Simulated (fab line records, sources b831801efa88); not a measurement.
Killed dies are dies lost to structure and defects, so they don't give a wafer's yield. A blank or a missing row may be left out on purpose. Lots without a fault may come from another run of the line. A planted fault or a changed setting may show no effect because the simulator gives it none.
fab line records | flow sky130
record lots=7 wafers=20 last_day=50
route steps=708 shown FIELD_ISO@6 PAD_OPEN@708
lots that met no fault: from a run of the same line without faults
start_h: hours from the record's first day to the start of the lot's first wafer shown | wait_h: hours since the lot's step before | " the same as in the row above | L1.1+2: a row that stands for several wafers | - no value, or no start given | * or withheld: withheld | < > ~ a bound
route shown NAME@n: a module of which the file shows steps, and the number in the route of the first | usual: mean/standard deviation of fault-free wafers | same: alike in all rows | chamber/n: place in a boat | sites: the reading at each site | _std_site: their standard deviation | _edge_site: outer sites' mean less inner sites' | radius_mm: how far each site lies from the wafer's centre | mask NAME#n: copy n | behind: the tool/chamber that last shaped the wafer | hold: why the lot was held/for how many hours/how that ended | device: the transistor (n, p or np) that didn't switch | end of line: the same wafers' tests at the end of the route | a step without rows: its recipe alone | killed: dies lost to structure and defects at the first sort, not the wafer's yield | map: a wafer's dies, x killed, . not, _ none there
set.NAME: the setting as run; set.NAME@STEP: as run at that earlier step | model.NAME: the simulator's own value behind a step, which no gauge read
lots at some steps of the route; a table a step, a row a wafer
services: from which hour (start_h, from the record's first day; less than 0 if before it) a tool's chamber was out of use, for how many hours, and why
## steps
# step SKY_FIELD_ISO_DEHYDRATE_05
# recipe temp_c=200 time_s=60
# step SKY_FIELD_ISO_HMDS_06
# recipe prime_time_s=60 prime_temp_c=120
# step SKY_FIELD_ISO_COAT_07
# recipe resist=BARC temp_c=withheld time_s=withheld spin_rpm=3000 resist_thk_nm=60
# step SKY_FIELD_ISO_COAT_08
# recipe resist=KrF-thick spin_rpm=3000 resist_thk_nm=450
# step SKY_FIELD_ISO_SOFTBAKE_09
# recipe temp_c=100 time_s=90 resist=KrF-thick
# step SKY_FIELD_ISO_EXPOSE_10
# recipe mask_id=FOM na=0.68 source_shape=annular sigma_inner=0.4 sigma_outer=0.8 target_cd_nm=150 dose_mj=28
# step SKY_FIELD_ISO_PEB_11
# recipe peb_temp_c=withheld peb_time_s=withheld resist=KrF-thick
# step SKY_FIELD_ISO_DEVELOP_12
# recipe develop_time_s=60 resist=KrF-thick dev_temp_c=21
# step SKY_FIELD_ISO_CD_MEAS_13
# recipe target_cd_nm=150
# usual cd_nm=150.3/1.1
# columns lot.wafer tool chamber start_h wait_h cd_nm
L452.1 cd_sem-01 - 54.81 - 151.2
L452.3 " - " " 149.9
L452.4 " - " " 151.5
L455.2 cd_sem-02 - 69.81 - 149.1
L455.5 " - " " 148.6
L455.6 " - " " 149.7
L457.1 cd_sem-01 - 81.76 - 150.8
L457.2 " - " " 151.4
L457.3 " - " " 150.8
L460.1 cd_sem-02 - 95.91 - 150.2
L460.5 " - " " 149.5
L461.1 cd_sem-01 - 102.11 - 150.2
L461.3 " - " " 149.3
L461.5 " - " " 148.6
L462.3 cd_sem-01 - 105.45 - 151.7
L462.4 " - " " 150.6
L462.6 " - " " 150.8
L470.2 cd_sem-02 - 148.80 - 150.0
L470.3 " - " " 148.7
L470.6 " - " " 149.0
# step SKY_FIELD_ISO_ETCH_14
# recipe chemistry=N2/H2 target=BARC ion_energy_ev=200 source_w=500 bias_w=100 pressure_mtorr=30 n2_flow_sccm=100 h2_flow_sccm=200 stop_on=SiO2 time_s=45.9 target_depth_a=600
# usual drypump_motor_current_A=5.8/0.42 n2_flow_sccm=100.0/0.3 oes_product_au=0.855/0.0045 throttle_valve_pct=13.226/0.0093
# columns lot.wafer tool chamber start_h wait_h drypump_motor_current_A n2_flow_sccm oes_product_au rf_hours_counter_h throttle_valve_pct
L452.1 rie_diel-02 0 54.93 0.1 6.0 100.5 0.853 123 13.231
L452.3 " 2 " " 5.2 99.8 0.856 75 13.224
L452.4 " 3 " " 5.9 99.8 0.857 88 13.228
L455.2 rie_diel-02 0 69.91 0.1 6.0 100.5 0.854 123 13.224
L455.5 " 3 " " 5.9 99.9 0.861 - 13.219
L455.6 " 2 " " 5.2 100.5 0.853 - 13.230
L457.1 rie_diel-01 1 81.88 0.1 5.9 100.5 0.854 64 13.219
L457.2 " 0 " " 4.9 100.1 0.852 39 13.240
L457.3 " 3 " " 6.6 99.9 0.861 164 13.244
L460.1 rie_diel-02 1 96.03 0.1 5.7 100.1 0.857 82 13.221
L460.5 " 2 " " 5.2 100.0 0.853 - 13.240
L461.1 rie_diel-02 1 102.23 0.1 5.7 99.3 0.859 82 13.236
L461.3 " 0 " " 6.1 100.1 0.858 124 13.216
L461.5 " 1 " " 5.7 99.9 0.856 - 13.219
L462.3 rie_diel-04 1 105.53 0.1 6.3 99.4 0.861 37 13.222
L462.4 " 0 " " 5.8 99.9 0.854 31 13.217
L462.6 " 3 " " 5.7 100.3 0.865 - 13.227
L470.2 rie_diel-04 3 148.90 0.1 5.7 100.1 0.850 100 13.233
L470.3 " 1 " " 6.3 99.8 0.855 38 13.224
L470.6 " 0 " " 5.8 99.9 0.861 - 13.245
# step SKY_FIELD_ISO_ETCH_15
# recipe chemistry=CHF3/O2 target_depth_nm=180 stop_on=Si source_w=600 bias_w=200 pressure_mtorr=40 chf3_flow_sccm=50 O2_flow_sccm=5 time_s=72
# usual chf3_flow_sccm=50.00/0.15 drypump_motor_current_A=5.8/0.42 oes_product_au=0.948/0.0073 throttle_valve_pct=8.845/0.0088
# columns lot.wafer tool chamber start_h wait_h chf3_flow_sccm drypump_motor_current_A oes_product_au rf_hours_counter_h throttle_valve_pct
L452.1 rie_diel-02 0 54.97 0.0 50.13 6.0 0.954 123 8.859
L452.3 " 2 " " 49.85 5.2 0.946 75 8.844
L452.4 " 3 " " 50.20 5.8 0.951 88 8.831
L455.2 rie_diel-02 0 69.95 0.0 49.94 6.1 0.944 123 8.855
L455.5 " 3 " " 49.87 5.9 0.947 - 8.835
L455.6 " 2 " " 49.95 5.2 0.937 - 8.838
L457.1 rie_diel-01 1 81.92 0.0 50.04 5.9 0.953 64 8.853
L457.2 " 0 " " 50.20 4.9 0.962 39 8.835
L457.3 " 3 " " 49.95 6.6 0.955 164 8.848
L460.1 rie_diel-02 1 96.07 0.0 49.99 5.7 0.949 82 8.849
L460.5 " 2 " " 49.72 5.2 0.948 - 8.836
L461.1 rie_diel-02 1 102.27 0.0 49.92 5.7 0.949 82 8.850
L461.3 " 0 " " 49.78 6.0 0.946 124 8.851
L461.5 " 1 " " 49.91 5.7 0.947 - 8.831
L462.3 rie_diel-04 1 105.57 0.0 49.88 6.3 0.963 37 8.834
L462.4 " 0 " " 50.04 5.8 0.955 31 8.859
L462.6 " 3 " " 50.05 5.7 0.959 - 8.836
L470.2 rie_diel-04 3 148.95 0.0 50.09 5.7 0.963 100 8.853
L470.3 " 1 " " 50.13 6.3 0.956 38 8.859
L470.6 " 0 " " 49.76 5.8 0.942 - 8.844
# step SKY_FIELD_ISO_STRIP_16
# recipe chemistry=O2/N2 power_w=1400 pressure_mtorr=1500 platen_temp_c=withheld o2_flow_sccm=3000 n2_flow_sccm=300 overash_fraction=0.5
# usual drypump_motor_current_A=5.3/0.31 n2_flow_sccm=300.1/0.91 oes_product_au=0.377/0.0048 strip_time_to_endpoint_s=3.52/0.038
# columns lot.wafer tool chamber start_h wait_h drypump_motor_current_A n2_flow_sccm oes_product_au rf_hours_counter_h strip_time_to_endpoint_s
L452.1 plasma_asher-02 0 55.03 0.0 5.7 299.2 0.379 24 3.47
L452.3 " 1 " " 5.8 298.6 0.373 - 3.57
L452.4 " 0 " " 5.7 301.2 0.368 - 3.53
L455.2 plasma_asher-01 0 70.00 0.0 5.1 300.5 0.372 38 3.48
L455.5 " 1 " " 5.4 301.3 0.383 - 3.55
L455.6 " 0 " " 5.1 300.1 0.385 - 3.57
L457.1 plasma_asher-02 0 81.98 0.0 5.7 298.7 0.389 27 3.60
L457.2 " 1 " " 5.8 301.3 0.369 27 3.48
L457.3 " 1 " " 5.8 300.2 0.375 - 3.54
L460.1 plasma_asher-02 0 96.13 0.0 5.7 299.8 0.373 29 3.53
L460.5 " 1 " " 5.8 298.8 0.369 - 3.56
L461.1 plasma_asher-03 0 102.33 0.0 5.3 299.4 0.375 43 3.53
L461.3 " 0 " " 5.3 300.6 0.371 - 3.44
L461.5 " 1 " " 4.9 301.7 0.380 - 3.54
L462.3 plasma_asher-01 0 105.66 0.1 5.1 299.7 0.374 - 3.51
L462.4 " 1 " " 5.5 301.5 0.371 - 3.49
L462.6 " 1 " " 5.5 300.0 0.383 - 3.48
L470.2 plasma_asher-03 0 149.00 0.0 5.3 299.1 0.373 3 3.51
L470.3 " 0 " " 5.3 299.1 0.376 - 3.58
L470.6 " 0 " " 5.3 298.7 0.383 - 3.55
# step SKY_FIELD_ISO_ETCH_17
# recipe target_depth_a=3420 mask_material=Si3N4 chemistry=HBr/Cl2/O2 target=Si taper_deg=5 icp_w=600 bias_w=150 pressure_mtorr=15 HBr_flow_sccm=150 Cl2_flow_sccm=40 O2_flow_sccm=6 time_s=97.7
# usual drypump_motor_current_A=6.1/0.45 oes_product_au=0.998/0.011 throttle_valve_pct=25.658/0.012
# columns lot.wafer tool chamber start_h wait_h drypump_motor_current_A oes_product_au rf_hours_counter_h throttle_valve_pct model.FIELD_ISO.feature_depth_nm model.etch.depth_nm model.Si3N4_of_FIELD_ISO_CVD_03.thk_nm
L452.1 rie_si-02 1 55.13 0.1 5.7 0.992 18 25.666 335.4 335.4 151.6
L452.3 " 3 " " 6.0 1.003 0 25.661 341.1 341.1 148.8
L452.4 " 2 " " 6.8 1.011 - 25.651 348.7 348.7 150.8
L455.2 rie_si-01 0 70.10 0.1 5.8 0.985 15 25.660 335.5 335.5 150.6
L455.5 " 2 " " 6.6 1.001 - 25.672 340.4 340.4 150.5
L455.6 " 0 " " 5.7 0.993 - 25.681 335.3 335.3 149.9
L457.1 rie_si-02 0 82.08 0.1 5.6 1.008 24 25.661 341.6 341.6 151.2
L457.2 " 1 " " 5.7 0.996 18 25.661 338.1 338.1 153.5
L457.3 " 2 " " 6.8 1.016 90 25.653 350.2 350.2 151.5
L460.1 rie_si-01 1 96.23 0.1 6.5 1.005 0 25.637 343.8 343.8 150.6
L460.5 " 2 " " 6.5 0.895 - 25.718 288 288 152.3
L461.1 rie_si-01 1 102.43 0.1 6.6 0.991 0 25.645 341.3 341.3 150.2
L461.3 " 3 " " 6.2 1.001 140 25.643 343.1 343.1 150.2
L461.5 " 1 " " 6.5 0.895 - 25.726 286.1 286.1 152.5
L462.3 rie_si-01 2 105.73 0.0 6.6 1.001 125 25.656 343.9 343.9 154.7
L462.4 " 3 " " 6.2 1.002 140 25.652 346.3 346.3 153.4
L462.6 " 1 " " 6.5 0.897 - 25.727 288.3 288.3 156.5
L470.2 rie_si-02 3 149.10 0.1 6.0 0.996 1 25.655 341.4 341.4 151.6
L470.3 " 1 " " 5.7 1.004 19 25.653 342.4 342.4 153
L470.6 " 2 " " 6.9 1.011 - 25.658 347 347 150.1
# step SKY_FIELD_ISO_WET_ETCH_18
# recipe chemistry=H3PO4 target_depth_nm=25 temp_c=160 target=Si3N4 time_s=286
# step SKY_FIELD_ISO_CLEAN_19
# recipe chemistry=SC1/SC2 mix=1:4:20 temp_c=70 time_s=150
# step SKY_FIELD_ISO_CLEAN_20
# recipe chemistry=dHF time_s=20 dilution=100:1
# step SKY_FIELD_ISO_WET_ETCH_21
# recipe chemistry=dHF dilution=100:1 target_depth_nm=20 dry=ipa_marangoni target=SiO2 temp_c=25 time_s=400
# step SKY_FIELD_ISO_OXIDATION_22
# recipe temp_c=950 ambient=O2 stabilise_s=600 purge_s=300 target_thk_a=100 ox_time_s=623
# step SKY_FIELD_ISO_THK_MEAS_23
# recipe reads=SiO2_of_FIELD_ISO_OXIDATION_22
# usual FIELD_ISO_OXIDATION_01_THK=9.96/0.19
# columns lot.wafer tool chamber start_h wait_h FIELD_ISO_OXIDATION_01_THK[nm]
L452.1 film_metro-04 - 57.18 0.0 9.78
L452.3 " - " " 9.79
L452.4 " - " " 9.79
L455.2 film_metro-04 - 71.63 0.0 10.07
L455.5 " - " " 9.96
L455.6 " - " " 10.05
L457.1 film_metro-01 - 84.20 0.0 9.98
L457.2 " - " " 9.78
L457.3 " - " " 9.75
L460.1 film_metro-01 - 99.01 0.0 10.19
L460.5 " - " " 10.03
L461.1 film_metro-01 - 105.32 0.0 10.00
L461.3 " - " " 10.14
L461.5 " - " " 10.10
L462.3 film_metro-03 - 110.34 0.0 9.81
L462.4 " - " " 9.81
L462.6 " - " " 9.79
L470.2 film_metro-01 - 150.93 0.0 9.95
L470.3 " - " " 9.99
L470.6 " - " " 9.89
# step SKY_FIELD_ISO_CVD_24
# recipe material=SiO2 target_thk_nm=595 temp_c=650 sigma_open_frac=0.3 time_s=99.2 sih4_flow_sccm=60 pressure_mtorr=6
# step SKY_FIELD_ISO_THK_MEAS_25
# recipe reads=SiO2_of_FIELD_ISO_CVD_24
# usual FIELD_ISO_CVD_24_THK=596/6.8
# columns lot.wafer tool chamber start_h wait_h FIELD_ISO_CVD_24_THK[nm]
L452.1 film_metro-01 - 57.32 0.0 593
L452.3 " - " " 597
L452.4 " - " " 592
L455.2 film_metro-01 - 71.76 0.0 592
L455.5 " - " " 593
L455.6 " - " " 601
L457.1 film_metro-04 - 84.33 0.0 603
L457.2 " - " " 597
L457.3 " - " " 608
L460.1 film_metro-03 - 99.14 0.0 605
L460.5 " - " " 596
L461.1 film_metro-04 - 105.49 0.1 599
L461.3 " - " " 601
L461.5 " - " " 610
L462.3 film_metro-03 - 110.47 0.1 603
L462.4 " - " " 608
L462.6 " - " " 602
L470.2 film_metro-01 - 151.06 0.0 595
L470.3 " - " " 595
L470.6 " - " " 591
# step SKY_FIELD_ISO_ANNEAL_26
# recipe temp_c=1000 time_s=1800 ambient=N2
# step SKY_FIELD_ISO_CMP_27
# recipe stop_on=Si3N4 t_overpolish_s=16 down_force_psi=4 platen_rpm=60 target_thk_nm=457.8 pad_velocity_m_s=0.94248
# usual motor_current_A=12.1/0.77 overpolish_run_s=15.999/0.0083 time_to_endpoint_s=115/3.3
# columns lot.wafer tool chamber start_h wait_h motor_current_A overpolish_run_s time_to_endpoint_s
L452.1 cmp-02 0 58.88 0.0 11.7 16.003 112
L452.4 " 1 " " 13.7 16.012 113
L452.3 " 2 " " 11.2 16.003 121
L455.2 cmp-01 0 74.53 0.1 11.9 16.015 111
L455.5 " 3 " " 11.9 15.985 112
L455.6 " 0 " " 11.6 15.992 111
L457.1 cmp-02 2 85.89 0.0 11.1 16.008 117
L457.3 " 3 " " 10.5 15.999 118
L457.2 " 0 " " 11.9 16.007 112
L460.1 cmp-01 3 103.52 0.1 11.6 16.016 114
L460.5 " 1 " " 11.7 16.006 109
L461.3 cmp-01 2 109.58 0.0 11.7 16.017 114
L461.1 " 1 " " 11.8 15.990 113
L461.5 " 3 " " 12.3 15.999 115
L462.3 cmp-01 1 114.20 0.0 11.5 15.994 117
L462.4 " 2 " " 12.4 16.000 119
L462.6 " 1 " " 11.9 16.008 118
L470.3 cmp-01 2 155.21 0.1 12.5 16.000 114
L470.2 " 0 " " 11.7 16.000 114
L470.6 " 2 " " 12.2 16.013 115
# step SKY_FIELD_ISO_WET_ETCH_28
# recipe chemistry=dHF target_depth_nm=23.7 target=SiO2 dilution=10:1 temp_c=25 time_s=47
# columns lot.wafer tool chamber start_h wait_h model.Si3N4_of_FIELD_ISO_CVD_03.thk_nm
L452.1 wet_bench-01 2 59.18 0.2 120.5
L452.3 " 2 " " 117.7
L452.4 " 2 " " 119.7
L455.2+5 wet_bench-01 1 74.78 0.2 118.9
L455.6 " 1 " " 118.1
L457.1 wet_bench-01 0 86.19 0.2 120.1
L457.2 " 0 " " 122
L457.3 " 0 " " 120.2
L460.1 wet_bench-03 0 103.67 0.1 119.8
L460.5 " 0 " " 121.5
L461.1 wet_bench-03 2 109.88 0.1 118.8
L461.3 " 2 " " 118.7
L461.5 " 2 " " 121
L462.3 wet_bench-03 0 114.50 0.2 124.5
L462.4 " 0 " " 123.1
L462.6 " 0 " " 126.1
L470.2 wet_bench-01 0 155.46 0.1 121.3
L470.3 " 0 " " 122.7
L470.6 " 0 " " 119.7
# step SKY_FIELD_ISO_WET_ETCH_29
# recipe chemistry=H3PO4 target_depth_nm=160 target=Si3N4 temp_c=160 time_s=1825
# step SKY_PAD_OPEN_PROBE_99
# usual killed_at_M0_to_M3=44/6.5 killed_at_M4_up=3.3/1.7 killed_at_contacts=25/5.3 killed_at_front_end=15/5 killed_at_other=0.2/0.47 killed_dies=87/9.9 killed_open=47/8 killed_short=39/6.1
# same gross_dies=492 killed_at_back_side=0
# columns lot.wafer tool chamber start_h wait_h killed_at_M0_to_M3 killed_at_M4_up killed_at_contacts killed_at_front_end killed_at_other killed_dies killed_open killed_short model.etest.res_p_drift_20v.line_ohm_um model.etest.res_p_drift_20v.rs_ohm_sq model.etest.pfet_16v.r_on_ohm_um model.etest.res_iso_pwell.rs_ohm_sq model.etest.res_iso_pwell.line_ohm_um model.etest.res_nwell.line_ohm_um model.etest.res_nwell.rs_ohm_sq model.etest.cap_poly_to_well.c_af_um2
L452.1 prober-02 - 1105.78 0.1 44 4 22 17 0 87 45 42 1.069e+04 9083 1.509e+04 2690 995.5 1140 945.5 93.55
L452.3 prober-02 - 1105.88 0.2 46 3 27 18 1 95 52 43 1.098e+04 9196 1.512e+04 2751 1032 1152 955 91.91
L452.4 prober-02 - 1105.93 0.2 56 5 19 23 0 103 57 46 1.164e+04 9772 1.531e+04 2910 1097 1190 987.8 89.46
L455.2 prober-01 - 1123.43 0.1 46 3 26 20 0 95 52 43 1.134e+04 9476 1.474e+04 2935 1103 1041 883.2 91.15
L455.5 prober-01 - 1123.58 0.2 45 4 26 13 0 88 47 41 1.176e+04 9687 1.485e+04 3025 1151 1074 900 94.76
L455.6 prober-01 - 1123.63 0.2 43 2 19 13 0 77 48 29 1.12e+04 9229 1.472e+04 2859 1070 1055 879.9 92.54
L457.1 prober-01 - 1135.24 0.1 50 3 38 9 0 100 57 43 1.293e+04 1.09e+04 1.497e+04 2931 1098 1090 894.6 92.11
L457.2 prober-01 - 1135.29 0.1 47 2 20 17 0 86 46 40 1.24e+04 1.056e+04 1.487e+04 2854 1088 1073 881.8 91.75
L457.3 prober-01 - 1135.34 0.2 64 5 20 8 0 97 44 53 1.38e+04 1.16e+04 1.523e+04 3087 1174 1086 918.4 88.55
L460.1 prober-02 - 1154.23 0.1 41 2 28 13 0 84 34 50 1.128e+04 9471 1.526e+04 3198 1199 1077 911.2 90.57
L460.5 prober-02 - 1154.43 0.2 48 2 29 6 0 85 45 40 8822 7467 1.36e+04 2308 860.1 941.1 787.5 107.2
L461.1 prober-01 - 1161.68 0.1 55 2 23 8 0 88 52 36 1.144e+04 9570 1.517e+04 2936 1110 1185 983.8 91.87
L461.3 prober-01 - 1161.78 0.2 49 3 29 8 0 89 44 45 1.146e+04 9727 1.518e+04 2974 1108 1172 987.5 89.94
L461.5 prober-01 - 1161.88 0.2 42 5 21 18 0 86 52 34 8906 7596 1.377e+04 2186 828.2 1018 830.1 107.2
L462.3 prober-02 - 1165.04 0.2 41 5 31 18 0 95 61 34 1.126e+04 9418 1.532e+04 2926 1097 1164 965.6 90.44
L462.4 prober-02 - 1165.09 0.2 48 3 26 17 0 94 50 44 1.161e+04 9634 1.542e+04 2930 1115 1168 976.3 89.66
L462.6 prober-02 - 1165.19 0.2 44 3 27 20 0 94 44 50 9152 7504 1.384e+04 2210 818.6 995.2 826.4 104.2
L470.2 prober-02 - 1200.44 0.1 40 4 25 11 0 80 43 37 1.385e+04 1.151e+04 1.494e+04 3248 1238 1152 956 92.54
L470.3 prober-02 - 1200.49 0.2 49 4 28 25 0 106 54 52 1.431e+04 1.168e+04 1.521e+04 3299 1253 1163 972.6 90.96
L470.6 prober-02 - 1200.64 0.2 43 4 19 7 0 73 44 29 1.409e+04 1.183e+04 1.516e+04 3343 1266 1183 969.4 90.7
# killed by level:class
L452.1 VIA1:geometric_particle:open=10 CONTACT:geometric_particle:open=7 VIA3:geometric_particle:open=7 VIA2:geometric_particle:open=6 POLY_GATE:geometric_particle:short=5 LI_CONTACT:geometric_particle:open=5 METAL2:geometric_particle:short=5 POLY_GATE:geometric_particle:open=4
L452.3 VIA1:geometric_particle:open=16 LOCAL_INTERCONNECT:geometric_particle:short=8 CONTACT:geometric_particle:open=8 VIA3:geometric_particle:open=8 POLY_GATE:geometric_particle:open=5 VIA1:geometric_particle:short=5 METAL2:geometric_particle:short=5 METAL3:geometric_particle:short=5
L452.4 VIA1:geometric_particle:open=20 CONTACT:geometric_particle:open=9 POLY_GATE:geometric_particle:short=6 VIA3:geometric_particle:open=6 VIA1:geometric_particle:short=6 VIA2:geometric_particle:open=6 FIELD_ISO:geometric_particle:short=5 VIA2:geometric_particle:short=5
L455.2 CONTACT:geometric_particle:short=9 VIA1:geometric_particle:open=9 POLY_GATE:geometric_particle:open=8 CONTACT:geometric_particle:open=8 VIA3:geometric_particle:open=7 METAL1:geometric_particle:short=7 METAL2:geometric_particle:short=7 LI_CONTACT:geometric_particle:open=6
L455.5 METAL1:geometric_particle:short=11 CONTACT:geometric_particle:open=11 VIA1:geometric_particle:open=6 VIA2:geometric_particle:open=6 LI_CONTACT:geometric_particle:open=5 VIA3:geometric_particle:open=5 VIA2:geometric_particle:short=4 POLY_GATE:geometric_particle:short=3
L455.6 VIA2:geometric_particle:open=10 VIA1:geometric_particle:open=9 VIA3:geometric_particle:open=8 CONTACT:geometric_particle:open=7 LI_CONTACT:geometric_particle:open=6 METAL1:geometric_particle:short=5 METAL2:geometric_particle:short=4 FIELD_ISO:geometric_particle:open=3
L457.1 LI_CONTACT:geometric_particle:open=18 CONTACT:geometric_particle:open=10 VIA1:geometric_particle:open=8 METAL2:geometric_particle:short=7 VIA2:geometric_particle:open=7 VIA3:geometric_particle:open=7 METAL1:geometric_particle:short=6 VIA2:geometric_particle:short=5
L457.2 VIA1:geometric_particle:open=10 VIA2:geometric_particle:open=8 POLY_GATE:geometric_particle:open=6 METAL1:geometric_particle:short=6 LI_CONTACT:geometric_particle:open=6 VIA2:geometric_particle:short=6 POLY_GATE:geometric_particle:short=5 VIA1:geometric_particle:short=5
L457.3 METAL2:geometric_particle:short=14 METAL1:geometric_particle:short=8 VIA1:geometric_particle:open=8 VIA3:geometric_particle:open=8 VIA2:geometric_particle:open=8 LI_CONTACT:geometric_particle:open=7 LI_CONTACT:geometric_particle:short=7 VIA1:geometric_particle:short=5
L460.1 METAL1:geometric_particle:short=12 LI_CONTACT:geometric_particle:open=10 CONTACT:geometric_particle:open=9 VIA1:geometric_particle:open=7 FIELD_ISO:geometric_particle:short=5 POLY_GATE:geometric_particle:short=5 CONTACT:geometric_particle:short=5 VIA1:geometric_particle:short=5
L460.5 VIA1:geometric_particle:open=16 LI_CONTACT:geometric_particle:open=8 CONTACT:geometric_particle:open=7 METAL2:geometric_particle:short=6 VIA2:geometric_particle:open=6 LOCAL_INTERCONNECT:geometric_particle:short=5 CONTACT:geometric_particle:short=5 LI_CONTACT:geometric_particle:short=4
L461.1 VIA1:geometric_particle:open=17 CONTACT:geometric_particle:open=13 VIA2:geometric_particle:open=8 METAL1:geometric_particle:short=7 LI_CONTACT:geometric_particle:open=6 VIA3:geometric_particle:open=6 VIA1:geometric_particle:short=5 METAL2:geometric_particle:short=4
L461.3 VIA1:geometric_particle:open=13 CONTACT:geometric_particle:open=10 LI_CONTACT:geometric_particle:open=7 CONTACT:geometric_particle:short=7 METAL1:geometric_particle:short=7 VIA1:geometric_particle:short=6 FIELD_ISO:geometric_particle:short=5 VIA2:geometric_particle:open=5
L461.5 CONTACT:geometric_particle:open=13 VIA1:geometric_particle:open=11 VIA3:geometric_particle:open=8 FIELD_ISO:geometric_particle:short=6 VIA2:geometric_particle:open=6 VIA3:geometric_particle:short=4 FIELD_ISO:geometric_particle:open=3 POLY_GATE:geometric_particle:open=3
L462.3 VIA1:geometric_particle:open=15 CONTACT:geometric_particle:open=10 LI_CONTACT:geometric_particle:open=8 CONTACT:geometric_particle:short=8 FIELD_ISO:geometric_particle:open=6 VIA2:geometric_particle:open=6 FIELD_ISO:geometric_particle:short=4 METAL1:geometric_particle:short=4
L462.4 VIA1:geometric_particle:open=10 VIA3:geometric_particle:open=9 METAL2:geometric_particle:short=7 LI_CONTACT:geometric_particle:open=7 CONTACT:geometric_particle:open=7 FIELD_ISO:geometric_particle:short=6 FIELD_ISO:geometric_particle:open=6 CONTACT:geometric_particle:short=6
L462.6 CONTACT:geometric_particle:open=10 FIELD_ISO:geometric_particle:short=7 VIA3:geometric_particle:open=7 METAL2:geometric_particle:short=7 VIA1:geometric_particle:short=7 VIA1:geometric_particle:open=7 LOCAL_INTERCONNECT:geometric_particle:short=6 FIELD_ISO:geometric_particle:open=5
L470.2 VIA1:geometric_particle:open=10 CONTACT:geometric_particle:open=8 LI_CONTACT:geometric_particle:open=6 LOCAL_INTERCONNECT:geometric_particle:short=5 METAL1:geometric_particle:short=4 VIA1:geometric_particle:short=4 VIA2:geometric_particle:open=4 VIA3:geometric_particle:open=4
L470.3 CONTACT:geometric_particle:open=12 VIA1:geometric_particle:open=11 FIELD_ISO:geometric_particle:open=7 POLY_GATE:geometric_particle:short=7 VIA2:geometric_particle:short=6 FIELD_ISO:geometric_particle:short=5 POLY_GATE:geometric_particle:open=5 LOCAL_INTERCONNECT:geometric_particle:short=5
L470.6 VIA1:geometric_particle:open=14 CONTACT:geometric_particle:open=8 CONTACT:geometric_particle:short=5 VIA2:geometric_particle:open=5 VIA1:geometric_particle:short=4 METAL2:geometric_particle:short=4 FIELD_ISO:geometric_particle:open=3 METAL1:geometric_particle:short=3
## services
# columns tool chamber start_h hours kind
cmp-02 - 32.52 4.1 repair
plasma_asher-01 - 33.33 15.0 repair
rie_diel-04 2 33.70 6.4 repair
rie_diel-04 0 36.18 4.2 repair
cmp-02 - 39.20 7.4 pm
rie_diel-02 3 43.15 8.2 repair
plasma_asher-01 - 48.37 2.8 pm
rie_si-02 0 52.71 3.5 repair
rie_diel-02 2 57.55 1.5 repair
rie_si-01 1 60.76 - clean
rie_si-01 1 60.76 28.0 scheduled_down
cmp-02 - 64.14 4.0 pm
rie_diel-04 3 72.44 4.5 repair
plasma_asher-01 - 86.17 3.5 repair
plasma_asher-03 - 95.94 0.7 repair
rie_diel-01 3 104.06 3.8 repair
plasma_asher-03 - 108.75 9.0 pm
cmp-02 - 108.89 8.2 repair
cmp-02 - 110.76 2.2 repair
rie_diel-02 0 123.42 4.0 repair
cmp-01 - 129.46 2.7 repair
cmp-02 - 141.61 3.7 repair
cmp-02 - 145.32 9.7 pm
plasma_asher-02 - 148.94 16.0 pm
## key
first_sign step=SKY_FIELD_ISO_ETCH_17 reading=oes_product_au direction=down sigmas=9.4 usual=0.998 struck=0.896
effect step=SKY_FIELD_ISO_ETCH_17 reading=throttle_valve_pct direction=up sigmas=5.4 usual=25.658 struck=25.724
model_effect step=SKY_FIELD_ISO_ETCH_17 value=FIELD_ISO.feature_depth_nm without=343.3 struck=287.5
model_effect step=SKY_FIELD_ISO_WET_ETCH_28 value=Si3N4_of_FIELD_ISO_CVD_03.thk_nm without=120.4 struck=122.9
model_effect step=SKY_PAD_OPEN_PROBE_99 value=etest.res_p_drift_20v.line_ohm_um without=1.133e+04 struck=8960
met_at SKY_FIELD_ISO_ETCH_17
struck_wafers L460.5,L461.5,L462.6
tester_left_out L460,L461,L462
onset_between 70.10 96.23
fault kind=process_parameter_drift tool=rie_si-01 chamber=- onset_h=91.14 steps=SKY_FIELD_ISO_ETCH_17 channel=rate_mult offset=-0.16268 shape=step end_h=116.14 scope=struck_wafers_only
# tester_left_out: of these lots the tester's yield and bins aren't shown, on N5 and GAA mostly nor the transistor test; their killed dies are dies lost to structure and defects alone, not to doping, threshold or leakage, so they don't give the yield
